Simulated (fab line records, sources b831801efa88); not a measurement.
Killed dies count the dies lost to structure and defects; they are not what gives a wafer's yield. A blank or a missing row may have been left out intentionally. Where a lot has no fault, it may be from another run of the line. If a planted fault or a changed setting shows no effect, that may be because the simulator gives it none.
fab line records | flow gf180mcu | part 1 of 2: steps 1 to 30 of 43
[record] lots = 5 | wafers = 15 | last_day = 34
route steps=602 shown SALICIDE@286 CONTACT@287 M1@315
lots untouched by any fault: they come from a run of this same line in which no faults occurred
start_h: hours from the record's first day to the start of the lot's first wafer shown | wait_h: hours since the lot's step before | " the same as in the row above | L1.1+2: several wafers, shown together as one row | - no value present, or no start provided | * or withheld: withheld | < > ~ a bound
route shown NAME@n: names a module that has steps shown in the file, with the first one's number in the route | usual: average and standard deviation across the fault-free wafers | same: alike in all rows | chamber/n: place in a boat | sites: each site's reading | _std_site: their standard deviation | _edge_site: outer sites' mean less inner sites' | radius_mm: for every site, how far away it sits from the centre of the wafer | mask NAME#n: copy n | behind: the most recent tool/chamber to have shaped the wafer | hold: why the lot went on hold/how many hours it stayed there/how the hold came to an end | device: which transistor (n, p or np) failed to switch | end of line: the route-end tests of the same wafers | for a step that has no rows: nothing shown but its recipe | killed: dies lost to structure and defects at the first sort, not the wafer's yield | map: the dies of a wafer, with x for killed, . for not killed, _ for no die there
set.NAME: the setting that was run; set.NAME@STEP: the one run at that earlier step | model.NAME: the simulator's own value behind a step, which no gauge read
a table for each step, a row for each wafer; lots at some steps of the route
services: a tool's chamber out of use, with start hour (start_h, from the record's first day; less than 0 if before it), hours out, and reason
[[steps]]
[step GF_SALICIDE_RTA_08]
[recipe] temp_c = 800 | time_s = 30 | ambient = N2
[usual] chamber_o2_ppm = 1.998/0.022 | lamp_power_pct = 18.6/1.2 | wafer_temp_C_max = 804.8/0.92
lot.wafer | tool          | chamber | start_h | wait_h | chamber_o2_ppm | lamp_power_pct | wafer_temp_C_max
L074.2    | rtp_anneal-01 | 0       | 337.77  | 0.0    | 2.002          | 17.4           | 804.6
L074.4    | "             | 0       | "       | "      | 2.053          | 17.4           | 805.4
L074.6    | "             | 0       | "       | "      | 1.986          | 17.4           | 804.7
L076.1    | rtp_anneal-01 | 0       | 356.38  | 0.0    | 1.994          | 17.4           | 803.4
L076.3    | "             | 0       | "       | "      | 1.977          | 17.4           | 805.0
L076.4    | "             | 0       | "       | "      | 1.976          | 17.4           | 805.7
L089.2    | rtp_anneal-02 | 0       | 471.79  | 0.0    | 2.026          | 19.7           | 805.6
L089.3    | "             | 0       | "       | "      | 1.991          | 19.7           | 805.7
L089.4    | "             | 0       | "       | "      | 2.018          | 19.7           | 804.9
L092.1    | rtp_anneal-02 | 0       | 492.28  | 0.0    | 2.004          | 19.8           | 809.4
L092.2    | "             | 0       | "       | "      | 1.984          | 19.7           | 806.1
L092.3    | "             | 0       | "       | "      | 2.014          | 19.7           | 804.6
L096.2    | rtp_anneal-01 | 0       | 531.81  | 0.0    | 1.988          | 17.4           | 804.5
L096.3    | "             | 0       | "       | "      | 1.948          | 17.4           | 804.1
L096.6    | "             | 0       | "       | "      | 1.968          | 17.4           | 805.1
[step GF_CONTACT_CVD_00]
[recipe] material = SiO2 | target_thk_nm = 300 | sigma_open_frac = 0.3 | temp_c = 400 | time_s = 50 | sih4_flow_sccm = 60 | pressure_mtorr = 6
lot.wafer  | tool      | chamber | start_h | wait_h
L074.2+4+6 | hdpcvd-02 | 2,2,1   | 337.86  | 0.1
L076.1+3+4 | hdpcvd-02 | 2,0,1   | 356.48  | 0.1
L089.2+3+4 | hdpcvd-02 | 2,1,0   | 471.87  | 0.1
L092.1+2+3 | hdpcvd-01 | 1,2,0   | 492.38  | 0.1
L096.2+3+6 | hdpcvd-01 | 2,1,0   | 531.90  | 0.1
[step GF_CONTACT_THK_MEAS_01]
[recipe] reads = SiO2_of_CONTACT_CVD_00
[usual] CONTACT_CVD_00_THK = 300/4.4
lot.wafer | tool          | chamber | start_h | wait_h | CONTACT_CVD_00_THK[nm]
L074.2    | film_metro-04 | -       | 337.91  | 0.0    | 294
L074.4    | "             | -       | "       | "      | 293
L074.6    | "             | -       | "       | "      | 303
L076.1    | film_metro-04 | -       | 356.52  | 0.0    | 299
L076.3    | "             | -       | "       | "      | 305
L076.4    | "             | -       | "       | "      | 303
L089.2    | film_metro-01 | -       | 471.93  | 0.0    | 302
L089.3    | "             | -       | "       | "      | 304
L089.4    | "             | -       | "       | "      | 307
L092.1    | film_metro-03 | -       | 492.42  | 0.0    | 300
L092.2    | "             | -       | "       | "      | 303
L092.3    | "             | -       | "       | "      | 294
L096.2    | film_metro-04 | -       | 531.95  | 0.0    | 296
L096.3    | "             | -       | "       | "      | 301
L096.6    | "             | -       | "       | "      | 293
[step GF_CONTACT_CVD_02]
[recipe] material = SiO2 | target_thk_nm = 860 | precursor = TEOS | temp_c = 400 | time_s = 95.992 | rf_w = 600
[usual] heater_power_w = 663/84
lot.wafer | tool     | chamber | start_h | wait_h | heater_power_w
L074.2    | pecvd-04 | 1       | 337.96  | 0.0    | 660
L074.4    | "        | 2       | "       | "      | 606
L074.6    | "        | 0       | "       | "      | 577
L076.1    | pecvd-02 | 2       | 356.58  | 0.1    | 804
L076.3    | "        | 0       | "       | "      | 678
L076.4    | "        | 1       | "       | "      | 516
L089.2    | pecvd-02 | 0       | 471.98  | 0.0    | 774
L089.3    | "        | 2       | "       | "      | 795
L089.4    | "        | 0       | "       | "      | 634
L092.1    | pecvd-02 | 0       | 492.48  | 0.1    | 776
L092.2    | "        | 2       | "       | "      | 824
L092.3    | "        | 1       | "       | "      | 635
L096.2    | pecvd-04 | 0       | 532.00  | 0.0    | 528
L096.3    | "        | 2       | "       | "      | 661
L096.6    | "        | 1       | "       | "      | 566
[step GF_CONTACT_THK_MEAS_03]
[recipe] reads = SiO2_of_CONTACT_CVD_02
[usual] CONTACT_CVD_02_THK = 858/12
lot.wafer | tool          | chamber | start_h | wait_h | CONTACT_CVD_02_THK[nm]
L074.2    | film_metro-01 | -       | 338.04  | 0.0    | 847
L074.4    | "             | -       | "       | "      | 867
L074.6    | "             | -       | "       | "      | 857
L076.1    | film_metro-01 | -       | 356.65  | 0.0    | 875
L076.3    | "             | -       | "       | "      | 859
L076.4    | "             | -       | "       | "      | 864
L089.2    | film_metro-03 | -       | 472.06  | 0.0    | 844
L089.3    | "             | -       | "       | "      | 849
L089.4    | "             | -       | "       | "      | 853
L092.1    | film_metro-04 | -       | 492.55  | 0.0    | 842
L092.2    | "             | -       | "       | "      | 851
L092.3    | "             | -       | "       | "      | 848
L096.2    | film_metro-03 | -       | 532.08  | 0.0    | 845
L096.3    | "             | -       | "       | "      | 846
L096.6    | "             | -       | "       | "      | 862
[step GF_CONTACT_CMP_04]
[recipe] material = SiO2 | down_force_psi = 4 | platen_rpm = 60 | pad_velocity_m_s = 0.94248
[usual] motor_current_A = 12.6/1.7 | time_to_endpoint_s = 110/6.5
lot.wafer | tool   | chamber | start_h | wait_h | motor_current_A | time_to_endpoint_s
L074.4    | cmp-02 | 2       | 338.14  | 0.1    | 12.0            | 120
L074.2    | "      | 0       | "       | "      | 13.9            | 107
L074.6    | "      | 2       | "       | "      | 11.9            | 114
L076.3    | cmp-02 | 2       | 356.71  | 0.0    | 11.2            | 116
L076.1    | "      | 0       | "       | "      | 14.1            | 120
L076.4    | "      | 1       | "       | "      | 14.8            | 102
L089.4    | cmp-02 | 3       | 472.11  | 0.0    | 14.4            | 110
L089.2    | "      | 0       | "       | "      | 14.5            | 107
L089.3    | "      | 1       | "       | "      | 14.4            | 104
L092.2    | cmp-01 | 3       | 492.61  | 0.0    | 10.0            | 110
L092.1    | "      | 0       | "       | "      | 12.0            | 104
L092.3    | "      | 2       | "       | "      | 10.9            | 113
L096.2    | cmp-01 | 2       | 532.18  | 0.1    | 11.1            | 112
L096.3    | "      | 3       | "       | "      | 10.2            | 105
L096.6    | "      | 1       | "       | "      | 12.0            | 105
[step GF_CONTACT_BOW_MEAS_05]
[recipe] mode = bow
[usual] CONTACT_BOW = 63/7.3
lot.wafer | tool          | chamber | start_h | wait_h | CONTACT_BOW[um]
L074.2    | film_metro-04 | -       | 338.41  | 0.1    | 66
L074.4    | "             | -       | "       | "      | 56
L074.6    | "             | -       | "       | "      | 70
L076.1    | film_metro-01 | -       | 357.01  | 0.1    | 69
L076.3    | "             | -       | "       | "      | 54
L076.4    | "             | -       | "       | "      | 56
L089.2    | film_metro-01 | -       | 472.43  | 0.2    | 57
L089.3    | "             | -       | "       | "      | 56
L089.4    | "             | -       | "       | "      | 61
L092.1    | film_metro-01 | -       | 492.91  | 0.2    | 58
L092.2    | "             | -       | "       | "      | 73
L092.3    | "             | -       | "       | "      | 70
L096.2    | film_metro-03 | -       | 532.45  | 0.2    | 60
L096.3    | "             | -       | "       | "      | 61
L096.6    | "             | -       | "       | "      | 61
[step GF_CONTACT_DEHYDRATE_06]
[recipe] temp_c = 200 | time_s = 60
lot.wafer  | tool           | chamber | start_h | wait_h
L074.2+4+6 | litho_track-02 | 0       | 350.10  | 11.7
L076.1+3+4 | litho_track-01 | 0       | 366.98  | 9.9
L089.2+3+4 | litho_track-01 | 0       | 483.50  | 11.1
L092.1+2+3 | litho_track-01 | 0       | 504.93  | 12.0
L096.2+3+6 | litho_track-02 | 0       | 542.80  | 10.3
[step GF_CONTACT_HMDS_07]
[recipe] prime_time_s = 60 | prime_temp_c = 120
lot.wafer  | tool           | chamber | start_h | wait_h
L074.2+4+6 | litho_track-02 | 0       | 350.25  | 0.1
L076.1+3+4 | litho_track-01 | 0       | 367.13  | 0.1
L089.2+3+4 | litho_track-01 | 0       | 483.65  | 0.1
L092.1+2+3 | litho_track-01 | 0       | 505.08  | 0.1
L096.2+3+6 | litho_track-02 | 0       | 542.95  | 0.1
[step GF_CONTACT_COAT_08]
[recipe] resist = BARC | temp_c = withheld | time_s = withheld | spin_rpm = withheld | resist_thk_nm = withheld
lot.wafer  | tool           | chamber | start_h | wait_h
L074.2+4+6 | litho_track-02 | 0       | 350.40  | 0.1
L076.1+3+4 | litho_track-01 | 0       | 367.28  | 0.1
L089.2+3+4 | litho_track-01 | 0       | 483.80  | 0.1
L092.1+2+3 | litho_track-01 | 0       | 505.23  | 0.1
L096.2+3+6 | litho_track-02 | 0       | 543.10  | 0.1
[step GF_CONTACT_COAT_09]
[recipe] resist = KrF | spin_rpm = withheld | resist_thk_nm = 1000
lot.wafer  | tool           | chamber | start_h | wait_h
L074.2+4+6 | litho_track-02 | 0       | -       | -
L076.1+3+4 | litho_track-01 | 0       | -       | -
L089.2+3+4 | litho_track-01 | 0       | -       | -
L092.1+2+3 | litho_track-01 | 0       | -       | -
L096.2+3+6 | litho_track-02 | 0       | -       | -
[step GF_CONTACT_SOFTBAKE_10]
[recipe] temp_c = 130 | time_s = 60 | resist = KrF
lot.wafer  | tool           | chamber | start_h | wait_h
L074.2+4+6 | litho_track-02 | 0       | -       | -
L076.1+3+4 | litho_track-01 | 0       | -       | -
L089.2+3+4 | litho_track-01 | 0       | -       | -
L092.1+2+3 | litho_track-01 | 0       | -       | -
L096.2+3+6 | litho_track-02 | 0       | -       | -
[step GF_CONTACT_EXPOSE_11]
[recipe] mask_id = Contact | target_cd_nm = 220 | na = 0.68 | source_shape = conventional | sigma_outer = 0.6 | dose_mj = 38
[same] na = 0.68
lot.wafer  | tool           | chamber | start_h | wait_h | mask
L074.2+4+6 | krf_scanner-01 | 0       | -       | -      | Contact#0
L076.1+3+4 | krf_scanner-02 | 0       | -       | -      | Contact#0
L089.2+3+4 | krf_scanner-01 | 0       | -       | -      | Contact#0
L092.1+2+3 | krf_scanner-01 | 0       | -       | -      | Contact#0
L096.2+3+6 | krf_scanner-02 | 0       | -       | -      | Contact#0
[step GF_CONTACT_PEB_12]
[recipe] peb_temp_c = 135 | peb_time_s = 90 | resist = KrF
lot.wafer  | tool           | chamber | start_h | wait_h
L074.2+4+6 | litho_track-02 | 0       | -       | -
L076.1+3+4 | litho_track-01 | 0       | -       | -
L089.2+3+4 | litho_track-02 | 0       | -       | -
L092.1+2+3 | litho_track-02 | 0       | -       | -
L096.2+3+6 | litho_track-02 | 0       | -       | -
[step GF_CONTACT_DEVELOP_13]
[recipe] develop_time_s = 60 | resist = KrF | dev_temp_c = 21
lot.wafer  | tool           | chamber | start_h | wait_h
L074.2+4+6 | litho_track-02 | 0       | 360.45  | 0.2
L076.1+3+4 | litho_track-01 | 0       | 379.38  | 0.2
L089.2+3+4 | litho_track-02 | 0       | 495.20  | 0.2
L092.1+2+3 | litho_track-02 | 0       | 515.82  | 0.2
L096.2+3+6 | litho_track-02 | 0       | 554.65  | 0.2
[step GF_CONTACT_CD_MEAS_14]
[recipe] target_cd_nm = 220
[usual] cd_nm = 220.2/1.4
lot.wafer | tool      | chamber | start_h | wait_h | cd_nm
L074.2    | cd_sem-01 | -       | 360.59  | 0.1    | 221.1
L074.4    | "         | -       | "       | "      | 221.2
L074.6    | "         | -       | "       | "      | 220.9
L076.1    | cd_sem-02 | -       | 379.61  | 0.2    | 221.3
L076.3    | "         | -       | "       | "      | 219.1
L076.4    | "         | -       | "       | "      | 221.9
L089.2    | cd_sem-01 | -       | 495.34  | 0.1    | 217.3
L089.3    | "         | -       | "       | "      | 217.0
L089.4    | "         | -       | "       | "      | 218.4
L092.1    | cd_sem-02 | -       | 515.97  | 0.1    | 221.2
L092.2    | "         | -       | "       | "      | 221.3
L092.3    | "         | -       | "       | "      | 221.4
L096.2    | cd_sem-01 | -       | 554.79  | 0.1    | 219.1
L096.3    | "         | -       | "       | "      | 219.3
L096.6    | "         | -       | "       | "      | 218.1
[step GF_CONTACT_OVL_MEAS_15]
[usual] CONTACT_OVL = 1/5.3
lot.wafer | tool       | chamber | start_h | wait_h | CONTACT_OVL[nm]
L074.2    | overlay-02 | -       | 360.70  | 0.1    | 10
L074.4    | "          | -       | "       | "      | 0
L074.6    | "          | -       | "       | "      | 4
L076.1    | overlay-02 | -       | 379.73  | 0.1    | -4
L076.3    | "          | -       | "       | "      | 0
L076.4    | "          | -       | "       | "      | -7
L089.2    | overlay-01 | -       | 495.45  | 0.1    | 9
L089.3    | "          | -       | "       | "      | 6
L089.4    | "          | -       | "       | "      | 4
L092.1    | overlay-01 | -       | 516.09  | 0.1    | -1
L092.2    | "          | -       | "       | "      | 3
L092.3    | "          | -       | "       | "      | -5
L096.2    | overlay-01 | -       | 554.90  | 0.1    | 9
L096.3    | "          | -       | "       | "      | 2
L096.6    | "          | -       | "       | "      | -1
[step GF_CONTACT_ETCH_16]
[recipe] chemistry = N2/H2 | target_depth_a = withheld | overetch_a = withheld | time_s = withheld | target = BARC | ion_energy_ev = 200 | source_w = 500 | bias_w = 100 | pressure_mtorr = 30 | n2_flow_sccm = 100 | h2_flow_sccm = 200
[usual] drypump_motor_current_A = 5.7/0.55 | oes_product_au = 0.854/0.0046 | throttle_valve_pct = 13.225/0.0089
lot.wafer | tool        | chamber | start_h | wait_h | drypump_motor_current_A | oes_product_au | throttle_valve_pct
L074.2    | rie_diel-04 | 3       | 360.73  | 0.0    | 4.7                     | 0.858          | 13.218
L074.4    | "           | 1       | "       | "      | 5.7                     | 0.858          | 13.228
L074.6    | "           | 0       | "       | "      | 5.8                     | 0.853          | 13.229
L076.1    | rie_diel-04 | 1       | 379.76  | 0.0    | 5.7                     | 0.847          | 13.219
L076.3    | "           | 0       | "       | "      | 5.9                     | 0.856          | 13.225
L076.4    | "           | 3       | "       | "      | 4.7                     | 0.851          | 13.236
L089.2    | rie_diel-01 | 2       | 495.48  | 0.0    | 6.1                     | 0.863          | 13.224
L089.3    | "           | 3       | "       | "      | 6.7                     | 0.850          | 13.238
L089.4    | "           | 1       | "       | "      | 5.8                     | 0.850          | 13.225
L092.1    | rie_diel-04 | 2       | 516.13  | 0.0    | 5.1                     | 0.850          | 13.225
L092.2    | "           | 1       | "       | "      | 5.7                     | 0.850          | 13.211
L092.3    | "           | 3       | "       | "      | 4.6                     | 0.848          | 13.217
L096.2    | rie_diel-04 | 2       | 554.93  | 0.0    | 5.0                     | 0.847          | 13.227
L096.3    | "           | 1       | "       | "      | 5.7                     | 0.855          | 13.220
L096.6    | "           | 1       | "       | "      | 5.6                     | 0.856          | 13.222
[step GF_CONTACT_ETCH_17]
[recipe] chemistry = C4F8/O2/Ar | mask_material = KrF | target = SiO2 | stop_on = CoSi2 | source_w = 1500 | bias_w = 1200 | pressure_mtorr = 40 | c4f8_flow_sccm = withheld | O2_flow_sccm = 6 | Ar_flow_sccm = 300 | time_s = withheld | target_depth_a = 8600
[usual] oes_product_au = 0.815/0.0055
lot.wafer | tool        | chamber | start_h | wait_h | oes_product_au
L074.2    | rie_diel-04 | 3       | -       | -      | 0.813
L074.4    | "           | 1       | "       | "      | 0.816
L074.6    | "           | 0       | "       | "      | 0.823
L076.1    | rie_diel-04 | 1       | -       | -      | 0.825
L076.3    | "           | 0       | "       | "      | 0.822
L076.4    | "           | 3       | "       | "      | 0.817
L089.2    | rie_diel-01 | 2       | -       | -      | 0.814
L089.3    | "           | 3       | "       | "      | 0.818
L089.4    | "           | 1       | "       | "      | 0.818
L092.1    | rie_diel-04 | 2       | -       | -      | 0.812
L092.2    | "           | 1       | "       | "      | 0.827
L092.3    | "           | 3       | "       | "      | 0.805
L096.2    | rie_diel-04 | 2       | -       | -      | 0.819
L096.3    | "           | 1       | "       | "      | 0.812
L096.6    | "           | 1       | "       | "      | 0.812
[step GF_CONTACT_STRIP_18]
[recipe] chemistry = O2/N2 | power_w = 1400 | pressure_mtorr = 1500 | platen_temp_c = 250 | o2_flow_sccm = 3000 | n2_flow_sccm = 300 | overash_fraction = 0.5
[usual] drypump_motor_current_A = 5.90/0.28 | heater_power_w = 305/23 | oes_product_au = 0.579/0.0048 | platen_temp_c = 250.00/0.18
lot.wafer | tool            | chamber | start_h | wait_h | drypump_motor_current_A | heater_power_w | oes_product_au | platen_temp_c | rf_hours_counter_h
L074.2    | plasma_asher-02 | 1       | 360.89  | -      | 5.38                    | 324            | 0.580          | 250.00        | 60
L074.4    | "               | 1       | "       | "      | 5.38                    | 329            | 0.569          | 250.27        | -
L074.6    | "               | 1       | "       | "      | 5.37                    | 328            | 0.580          | 249.74        | -
L076.1    | plasma_asher-03 | 1       | 379.93  | -      | 5.75                    | 326            | 0.572          | 250.23        | 26
L076.3    | "               | 1       | "       | "      | 5.74                    | 325            | 0.577          | 250.01        | -
L076.4    | "               | 0       | "       | "      | 6.21                    | 266            | 0.582          | 249.71        | -
L089.2    | plasma_asher-03 | 0       | 495.64  | -      | 6.18                    | 265            | 0.576          | 249.80        | 39
L089.3    | "               | 1       | "       | "      | 5.72                    | 329            | 0.574          | 249.79        | -
L089.4    | "               | 0       | "       | "      | 6.22                    | 261            | 0.576          | 250.02        | -
L092.1    | plasma_asher-01 | 1       | 516.29  | -      | 5.93                    | 284            | 0.578          | 250.11        | 10
L092.2    | "               | 0       | "       | "      | 6.24                    | 317            | 0.577          | 250.15        | 10
L092.3    | "               | 1       | "       | "      | 5.94                    | 287            | 0.583          | 250.39        | -
L096.2    | plasma_asher-03 | 0       | 555.09  | -      | 6.20                    | 269            | 0.573          | 250.16        | 45
L096.3    | "               | 0       | "       | "      | 6.21                    | 264            | 0.578          | 250.05        | -
L096.6    | "               | 0       | "       | "      | 6.21                    | 271            | 0.573          | 250.22        | -
[step GF_CONTACT_CLEAN_19]
[recipe] chemistry = SPM
lot.wafer  | tool         | chamber | start_h | wait_h
L074.2+4+6 | wet_bench-04 | 2       | 360.99  | 0.1
L076.1+3+4 | wet_bench-03 | 2       | 380.03  | 0.1
L089.2+3+4 | wet_bench-03 | 2       | 495.74  | 0.1
L092.1+2+3 | wet_bench-01 | 3       | 516.39  | 0.1
L096.2+3+6 | wet_bench-01 | 3       | 555.19  | 0.1
[step GF_CONTACT_CLEAN_20]
[recipe] chemistry = DIW
lot.wafer  | tool         | chamber | start_h | wait_h
L074.2+4+6 | wet_bench-03 | 3       | 361.08  | 0.0
L076.1+3+4 | wet_bench-01 | 2       | 380.12  | 0.0
L089.2+3+4 | wet_bench-01 | 0       | 495.83  | 0.0
L092.1+2+3 | wet_bench-04 | 1       | 516.48  | 0.0
L096.2+3+6 | wet_bench-03 | 1       | 555.28  | 0.0
[step GF_CONTACT_CLEAN_21]
[recipe] chemistry = dHF | time_s = 20 | dilution = 100:1 | dry = ipa_marangoni
lot.wafer  | tool         | chamber | start_h | wait_h
L074.2+4+6 | wet_bench-04 | 1       | 361.18  | 0.0
L076.1+3+4 | wet_bench-04 | 1       | 380.21  | 0.0
L089.2+3+4 | wet_bench-04 | 1       | 495.92  | 0.0
L092.1+2+3 | wet_bench-03 | 2       | 516.57  | 0.0
L096.2+3+6 | wet_bench-01 | 3       | 555.37  | 0.0
[step GF_CONTACT_SPUTTER_22]
[recipe] material = Ti | target_thk_nm = 15 | chamber_pressure_pa = 5 | power_w = 2500 | substrate_temp_c = 200 | time_s = 80.02
[usual] throttle_valve_pct = 29.9/0.66
lot.wafer | tool           | chamber | start_h | wait_h | throttle_valve_pct
L074.2    | pvd_sputter-04 | -       | 361.19  | 0.0    | 30.0
L074.4    | "              | -       | "       | "      | 30.7
L074.6    | "              | -       | "       | "      | 30.7
L076.1    | pvd_sputter-04 | -       | 380.23  | 0.0    | 29.7
L076.3    | "              | -       | "       | "      | 30.8
L076.4    | "              | -       | "       | "      | 29.6
L089.2    | pvd_sputter-04 | -       | 495.94  | 0.0    | 30.1
L089.3    | "              | -       | "       | "      | 30.8
L089.4    | "              | -       | "       | "      | 30.5
L092.1    | pvd_sputter-03 | -       | 516.59  | 0.0    | 29.0
L092.2    | "              | -       | "       | "      | 30.1
L092.3    | "              | -       | "       | "      | 28.8
L096.2    | pvd_sputter-04 | -       | 555.39  | 0.0    | 30.4
L096.3    | "              | -       | "       | "      | 30.0
L096.6    | "              | -       | "       | "      | 29.7
[step GF_CONTACT_SPUTTER_23]
[recipe] material = TiN | target_thk_nm = 10 | chamber_pressure_pa = 5 | power_w = 4000 | time_s = 40
[usual] throttle_valve_pct = 29.9/0.65
lot.wafer | tool           | chamber | start_h | wait_h | throttle_valve_pct
L074.2    | pvd_sputter-04 | -       | 361.25  | 0.0    | 30.4
L074.4    | "              | -       | "       | "      | 30.8
L074.6    | "              | -       | "       | "      | 31.2
L076.1    | pvd_sputter-04 | -       | 380.29  | 0.0    | 30.3
L076.3    | "              | -       | "       | "      | 30.9
L076.4    | "              | -       | "       | "      | 29.7
L089.2    | pvd_sputter-04 | -       | 496.00  | 0.0    | 29.9
L089.3    | "              | -       | "       | "      | 31.2
L089.4    | "              | -       | "       | "      | 30.4
L092.1    | pvd_sputter-03 | -       | 516.65  | 0.0    | 29.3
L092.2    | "              | -       | "       | "      | 30.4
L092.3    | "              | -       | "       | "      | 28.8
L096.2    | pvd_sputter-04 | -       | 555.45  | 0.0    | 30.3
L096.3    | "              | -       | "       | "      | 29.9
L096.6    | "              | -       | "       | "      | 29.8
[step GF_CONTACT_CVD_24]
[recipe] material = W | target_thk_nm = 300 | time_s = 90.339 | temp_c = 400 | pressure_torr = 40
[usual] heater_power_w = 899/77
lot.wafer | tool     | chamber | start_h | wait_h | heater_power_w
L074.2    | cvd_w-01 | 0       | 361.29  | 0.0    | 967
L074.4    | "        | 0       | "       | "      | 965
L074.6    | "        | 0       | "       | "      | 991
L076.1    | cvd_w-02 | 1       | 380.33  | 0.0    | 848
L076.3    | "        | 0       | "       | "      | 1008
L076.4    | "        | 1       | "       | "      | 791
L089.2    | cvd_w-01 | 0       | 496.04  | 0.0    | 982
L089.3    | "        | 0       | "       | "      | 959
L089.4    | "        | 1       | "       | "      | 811
L092.1    | cvd_w-02 | 0       | 516.69  | 0.0    | 945
L092.2    | "        | 1       | "       | "      | 785
L092.3    | "        | 1       | "       | "      | 799
L096.2    | cvd_w-02 | 1       | 555.49  | 0.0    | 787
L096.3    | "        | 1       | "       | "      | 801
L096.6    | "        | 1       | "       | "      | 792
[step GF_CONTACT_RS_MEAS_25]
[recipe] thk_meas_gauge = four-point-probe | reads = W_of_CONTACT_CVD_24+TiN_of_CONTACT_SPUTTER_23+Ti_of_CONTACT_SPUTTER_22
[usual] CONTACT_W_RS = 0.383/0.0059
lot.wafer | tool          | chamber | start_h | wait_h | CONTACT_W_RS[ohm/sq]
L074.2    | film_metro-04 | -       | 361.41  | 0.1    | 0.387
L074.4    | "             | -       | "       | "      | 0.386
L074.6    | "             | -       | "       | "      | 0.383
L076.1    | film_metro-04 | -       | 380.43  | 0.1    | 0.385
L076.3    | "             | -       | "       | "      | 0.374
L076.4    | "             | -       | "       | "      | 0.383
L089.2    | film_metro-01 | -       | 496.16  | 0.1    | 0.388
L089.3    | "             | -       | "       | "      | 0.392
L089.4    | "             | -       | "       | "      | 0.384
L092.1    | film_metro-04 | -       | 516.79  | 0.1    | 0.384
L092.2    | "             | -       | "       | "      | 0.375
L092.3    | "             | -       | "       | "      | 0.373
L096.2    | film_metro-01 | -       | 555.61  | 0.1    | 0.374
L096.3    | "             | -       | "       | "      | 0.381
L096.6    | "             | -       | "       | "      | 0.377
[step GF_CONTACT_THK_MEAS_26]
[recipe] thk_meas_gauge = xrf | reads = W_of_CONTACT_CVD_24
[usual] CONTACT_W_THK = 298/5.4
lot.wafer | tool          | chamber | start_h | wait_h | CONTACT_W_THK[nm]
L074.2    | film_metro-04 | -       | 361.52  | 0.1    | 293
L074.4    | "             | -       | "       | "      | 294
L074.6    | "             | -       | "       | "      | 294
L076.1    | film_metro-04 | -       | 380.55  | 0.1    | 293
L076.3    | "             | -       | "       | "      | 302
L076.4    | "             | -       | "       | "      | 297
L089.2    | film_metro-01 | -       | 496.27  | 0.1    | 299
L089.3    | "             | -       | "       | "      | 296
L089.4    | "             | -       | "       | "      | 303
L092.1    | film_metro-04 | -       | 516.91  | 0.1    | 294
L092.2    | "             | -       | "       | "      | 303
L092.3    | "             | -       | "       | "      | 302
L096.2    | film_metro-01 | -       | 555.72  | 0.1    | 311
L096.3    | "             | -       | "       | "      | 305
L096.6    | "             | -       | "       | "      | 309
[step GF_CONTACT_CMP_27]
[recipe] stop_on = SiO2 | down_force_psi = 3.5 | platen_rpm = 60 | t_overpolish_s = 15 | target_thk_nm = 0 | pad_velocity_m_s = 0.94248
[usual] motor_current_A = 11.4/1.6 | overpolish_run_s = 15.000/0.0094 | time_to_endpoint_s = 72/4.6
lot.wafer | tool   | chamber | start_h | wait_h | motor_current_A | overpolish_run_s | time_to_endpoint_s
L074.4    | cmp-01 | 1       | 361.62  | 0.1    | 10.3            | 14.986           | 68
L074.2    | "      | 3       | "       | "      | 9.7             | 15.010           | 76
L074.6    | "      | 0       | "       | "      | 11.3            | 15.002           | 72
L076.4    | cmp-02 | 3       | 380.61  | 0.0    | 13.4            | 15.016           | 72
L076.3    | "      | 1       | "       | "      | 13.8            | 15.012           | 69
L076.1    | "      | 2       | "       | "      | 10.9            | 15.010           | 75
L089.4    | cmp-01 | 1       | 496.37  | 0.1    | 10.3            | 14.983           | 67
L089.3    | "      | 2       | "       | "      | 10.0            | 15.000           | 79
L089.2    | "      | 3       | "       | "      | 9.0             | 14.992           | 74
L092.2    | cmp-02 | 0       | 517.05  | 0.1    | 13.4            | 15.017           | 72
L092.1    | "      | 1       | "       | "      | 13.6            | 15.005           | 63
L092.3    | "      | 2       | "       | "      | 10.8            | 15.017           | 77
L096.3    | cmp-02 | 2       | 555.87  | 0.1    | 11.0            | 14.999           | 74
L096.2    | "      | 3       | "       | "      | 12.9            | 15.008           | 68
L096.6    | "      | 1       | "       | "      | 13.6            | 15.001           | 64
[step GF_M1_SPUTTER_00]
[recipe] material = Ti | target_thk_nm = 37.5 | arriving_ion_energy_ev = 80 | substrate_temp_c = 200 | chamber_pressure_pa = 2 | power_w = 4000 | time_s = 150
[usual] throttle_valve_pct = 29.6/0.73
lot.wafer | tool           | chamber | start_h | wait_h | throttle_valve_pct
L074.2    | pvd_sputter-02 | -       | 361.87  | 0.1    | 29.3
L074.4    | "              | -       | "       | "      | 30.1
L074.6    | "              | -       | "       | "      | 29.3
L076.1    | pvd_sputter-02 | -       | 380.91  | 0.1    | 31.0
L076.3    | "              | -       | "       | "      | 30.0
L076.4    | "              | -       | "       | "      | 28.9
L089.2    | pvd_sputter-02 | -       | 496.62  | 0.1    | 28.8
L089.3    | "              | -       | "       | "      | 29.3
L089.4    | "              | -       | "       | "      | 30.1
L092.1    | pvd_sputter-01 | -       | 517.30  | 0.1    | 29.9
L092.2    | "              | -       | "       | "      | 29.9
L092.3    | "              | -       | "       | "      | 30.5
L096.2    | pvd_sputter-01 | -       | 556.07  | 0.1    | 29.4
L096.3    | "              | -       | "       | "      | 30.4
L096.6    | "              | -       | "       | "      | 30.5
